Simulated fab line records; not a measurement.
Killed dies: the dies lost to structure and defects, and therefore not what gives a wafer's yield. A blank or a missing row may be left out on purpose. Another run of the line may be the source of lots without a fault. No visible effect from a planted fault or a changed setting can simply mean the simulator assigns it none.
One fault through the eyes of 2 desks || flow gf180mcu || what lay behind the numbers comes last; until then each desk has only its own

FOR THE TOOL OWNER'S DESK: pvd-sputter-01
The tool's own readings at GF_CONTACT_SPUTTER_23 (material TiN, target thk 10 nm, time 40 s): means of the sampled wafers that have a number, for each lot that ran on this tool. A lot is out of limits, marked OUT, if its mean lies more than 4 standard deviations from the usual mean; the brackets give that distance.
Columns: A = chamber-pressure-pa at GF_CONTACT_SPUTTER_23, usual 5.000 Pa; B = throttle-valve-pct at GF_CONTACT_SPUTTER_23, usual 29.8 %
{"lot": "L821", "first seen here": "day 16 02:01", "A": 5.009, "B": 31.0}
{"lot": "L827", "first seen here": "day 18 09:56", "A": 4.994, "B": 30.8}
{"lot": "L833", "first seen here": "day 20 18:22", "A": "4.893 (-9.7) OUT", "B": 29.3}
{"lot": "L834", "first seen here": "day 21 00:02", "A": "4.886 (-10) OUT", "B": 29.5}
This desk finds L833, L834 out of limits, L833 being first, at day 20 18:22 (chamber-pressure-pa at GF_CONTACT_SPUTTER_23). L821, L827: within limits.

THE METROLOGY DESK
Lot by lot, what the gauges showed, no matter which tool ran the lot: averages of those sampled wafers that carry a number. A lot is out of limits, marked OUT, if its mean lies more than 4 standard deviations from the usual mean; the brackets give that distance.
Columns: A = CONTACT_CVD_02_THK at GF_CONTACT_THK_MEAS_03, usual 857 nm; B = cd-nm at GF_CONTACT_CD_MEAS_14, usual 220.3 nm
{"lot": "L821", "first seen here": "day 15 03:14", "A": 854, "B": 220.0}
{"lot": "L823", "first seen here": "day 15 22:15", "A": 863, "B": 222.4}
{"lot": "L824", "first seen here": "day 16 00:31", "A": 851, "B": 221.3}
{"lot": "L826", "first seen here": "day 16 23:17", "A": 862, "B": 221.4}
{"lot": "L827", "first seen here": "day 17 08:59", "A": 871, "B": 220.2}
{"lot": "L828", "first seen here": "day 17 14:43", "A": 856, "B": 217.5}
{"lot": "L833", "first seen here": "day 19 16:43", "A": 857, "B": 221.1}
{"lot": "L834", "first seen here": "day 19 22:59", "A": 851, "B": 218.6}
{"lot": "L836", "first seen here": "day 20 19:59", "A": 851, "B": 220.6}
{"lot": "L837", "first seen here": "day 21 00:16", "A": 844, "B": 219.2}
{"lot": "L838", "first seen here": "day 21 04:56", "A": 861, "B": 221.1}
{"lot": "L839", "first seen here": "day 21 14:43", "A": 855, "B": 220.8}
{"lot": "L841", "first seen here": "day 22 08:23", "A": 865, "B": 220.4}
{"lot": "L843", "first seen here": "day 22 22:07", "A": 851, "B": 219.6}
Result from this desk: across the 14 lots, nothing is out of limits.

PUT TOGETHER
At day 20 18:22, on L833, L834, the tool owner's desk was in a position to raise an alarm.
The metrology desk saw nothing out of limits.
The metrology desk has L833, L834 on record, within its limits.
The lots listed all ran GF_CONTACT_SPUTTER_23 on pvd-sputter-01.

WHAT THE SIMULATOR HAD INSERTED
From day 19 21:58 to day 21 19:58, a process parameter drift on pvd-sputter-01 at GF_CONTACT_SPUTTER_23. Setting chamber-pressure-pa shifted by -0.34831 from 5. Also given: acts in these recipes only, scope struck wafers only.
Struck lots among those shown: L833, L834.
How many hours passed from the start of the fault until each desk's first out-of-limits reading: the tool owner's desk, 20.
